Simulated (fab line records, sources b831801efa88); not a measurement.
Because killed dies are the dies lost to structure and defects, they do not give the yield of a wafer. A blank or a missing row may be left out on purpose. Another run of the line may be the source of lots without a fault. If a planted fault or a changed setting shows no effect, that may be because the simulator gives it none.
Matching of chambers	flow gf180mcu	pecvd-04 running GF_PASSIVATION_CVD_00: 3 sister chambers
The step deposits SiO2 from TEOS, target thk 1000 nm, time 111.95 s. 15 wafers are shown with their chamber, then 7 later ones without.

## WAFERS PAIRED WITH THEIR CHAMBERS
wafer	chamber	heater-power-w (W)	run-length-s (s)
L187.3	2	679	140.3
L187.4	2	739	140.3
L187.6	0	645	140.0
L188.2	0	612	139.6
L188.3	1	662	140.4
L188.6	2	823	140.7
L190.2	0	635	140.0
L190.3	1	731	140.6
L190.6	1	581	140.8
L191.1	1	719	140.2
L191.4	2	770	140.4
L191.6	0	658	139.7
L192.1	2	784	140.1
L192.3	0	614	140.2
L192.5	0	656	140.3

SIGNATURES, as means of the wafers listed above
reading	chamber 0	chamber 1	chamber 2	scatter within a chamber
heater-power-w	636.67	673.25	759.00	48.1
run-length-s	139.967	140.500	140.360	0.253
Rule: distance of a wafer from a chamber = root of the sum over the readings of ((wafer's reading minus chamber's mean) / reading's scatter) squared. The wafer belongs to the nearest chamber; if the next one is less than 2 further off, it can't be placed. The scatter is the square root of a quotient: the sum, over the shown wafers, of each reading's squared deviation from its chamber's mean, divided by wafers minus chambers.

## WAFERS WITHOUT THEIR CHAMBER
wafer	heater-power-w (W)	run-length-s (s)
L193.1	792	140.7
L193.2	699	140.3
L193.3	571	140.0
L201.2	633	140.1
L201.6	680	140.6
L203.4	691	140.7
L203.6	682	140.2

## CHAMBER TAKEN BY EACH
wafer	from the rows above	in truth
L193.1	can't be placed: 2 or 1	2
L193.2	can't be placed: 1 or 2 or 0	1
L193.3	can't be placed: 0 or 1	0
L201.2	can't be placed: 0 or 1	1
L201.6	can't be placed: 1 or 2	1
L203.4	can't be placed: 1 or 2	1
L203.6	can't be placed: 1 or 0 or 2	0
Correctly placed: 0 of 7. From these rows, 7 cannot be placed; in 7 the true chamber is one of the candidates. Placed wrongly: 0.
